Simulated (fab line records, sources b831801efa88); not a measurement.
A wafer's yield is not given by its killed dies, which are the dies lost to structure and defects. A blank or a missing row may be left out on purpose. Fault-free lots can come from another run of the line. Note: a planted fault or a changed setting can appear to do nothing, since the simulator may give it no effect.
A struck lot beside a sound one ; flow gf180mcu ; 17 out of 602 route steps
Sound: the wafers L922.2, L922.3, L922.5. Wafers struck: L930.2, L930.4, L930.5. The cause is named last.
Each step with rows lists, per side, the tool, then ch with its chambers, then its first start. Under that, the readings that differ: sound wafers ; struck wafers ; difference of the means ; sigmas: that difference in standard deviations of wafers without a fault.
alike: words and numbers the same on both sides, and readings whose means are apart by under 2 such deviations; not compared: readings that were withheld, readings missing a value for some wafer, numbers with overlapping values and no deviation given by the record, and bounds like >300 which may hide the same value.
A row with sigmas, a row that says differs or no value, or rows on one side alone: a step with any of these is where the two part. Non-overlapping numbers with no deviation appear without sigmas and do not part them. A reading that every wafer of one side lacks parts them only if that side has two wafers or more.

first, 3 steps without rows for these wafers: GF_V1_EXPOSE_11 (exposes mask Via1, target cd 260 nm); GF_V1_PEB_12 (peb time 90 s); GF_V1_DEVELOP_13 (develop time 60 s).
GF_V1_CD_MEAS_14: the cd target is 260 nm.
  sound on cd-sem-01 at day 18 16:25; struck on cd-sem-01 at day 22 14:07
  alike: cd-nm
GF_V1_OVL_MEAS_15:
  sound on overlay-01 at day 18 16:32; struck on overlay-02 at day 22 14:14
  alike: V1_OVL
GF_V1_ETCH_16: etches BARC in N2/H2.
  sound on rie-diel-01 ch 0,2, day 18 16:34; struck on rie-diel-04 ch 0,2, day 22 14:16
  alike: drypump-motor-current-A, oes-product-au, rf-fwd-power-W, throttle-valve-pct
GF_V1_ETCH_17: etches SiO2 in C4F8/O2/Ar, stops on TiN, target depth 630 nm.
  sound on rie-diel-01 ch 0,2; struck on rie-diel-04 ch 0,2
  alike: oes-product-au, rf-fwd-power-W
GF_V1_STRIP_18: strips in O2/N2.
  sound on plasma-asher-03 ch 0,1, day 18 16:41; struck on plasma-asher-04 ch 0,1, day 22 14:23
reading;sound;struck;difference;sigmas
drypump-motor-current-A (A);5.1 5.1 5.4;6.2 5.6 6.2;+0.8;+2
  alike: heater-power-w, o2-flow-sccm, oes-product-au
  not compared: rf-hours-counter-h
then, 2 steps without rows for these wafers: GF_V1_STRIP_19 (strips in post etch residue remover, time 1200 s); GF_V1_CLEAN_20 (cleans in DIW).
GF_V1_SPUTTER_21: material Ti, target thk 15 nm, time 80.02 s.
  sound on pvd-sputter-01 at day 18 17:14; struck on pvd-sputter-03 at day 22 14:55
  alike: throttle-valve-pct
GF_V1_SPUTTER_22: material TiN, target thk 10 nm, time 40 s.
  sound on pvd-sputter-01 at day 18 17:17; struck on pvd-sputter-03 at day 22 14:59
  alike: throttle-valve-pct
GF_V1_CVD_23: deposits W, target thk 350 nm, time 105.05 s.
  sound on cvd-w-01 ch 0,1, day 18 17:20; struck on cvd-w-01 ch 0,1, day 22 15:01
  no value came back on the struck wafers for chamber-pressure-Torr (Torr), heater-power-outer-w (W), heater-power-w (W); on the sound wafers chamber-pressure-Torr (Torr) reads 40.02 39.95 39.96
GF_V1_RS_MEAS_24: the measuring method here is four-point-probe.
  sound on film-metro-03 at day 18 17:28; struck on film-metro-02 at day 22 15:09
reading;sound;struck;difference;sigmas
V1_W_RS (ohm/sq);0.325 0.320 0.315;43.248 42.979 43.136;+42.801;+99 or more
GF_V1_THK_MEAS_25: measures by xrf.
  sound on film-metro-03 at day 18 17:34; struck on film-metro-02 at day 22 15:16
reading;sound;struck;difference;sigmas
V1_W_THK (nm);343 348 349;<0 <0 <0;differs;
GF_V1_CMP_26: polishes, stops on SiO2, t overpolish 15 s, target thk 0 nm.
  sound on cmp-02 ch 0,1,2, day 18 17:43; struck on cmp-02 ch 0,1, day 22 15:22
reading;sound;struck;difference;sigmas
time-to-endpoint-s (s);82 80 86;6 2 5;-78;-20
  alike: edge-zone-pressure-frac, head-pressure-psi, motor-current-A, platen-rpm, retaining-ring-pressure-frac
-- the record jumps here: 10 days lie between the struck wafers' starts before and after (it left off in module V1 and takes up again in module PASSIVATION, whose first step shown is number 602 of the route) --
GF_PASSIVATION_PROBE_99:
  only the struck wafers here have rows in the record (prober-01, day 32 11:07); the sound ones have none

## WHERE THEY PART
At GF_V1_STRIP_18 first; at GF_PASSIVATION_PROBE_99 last (within this record only).

WHY: what the simulator had put in
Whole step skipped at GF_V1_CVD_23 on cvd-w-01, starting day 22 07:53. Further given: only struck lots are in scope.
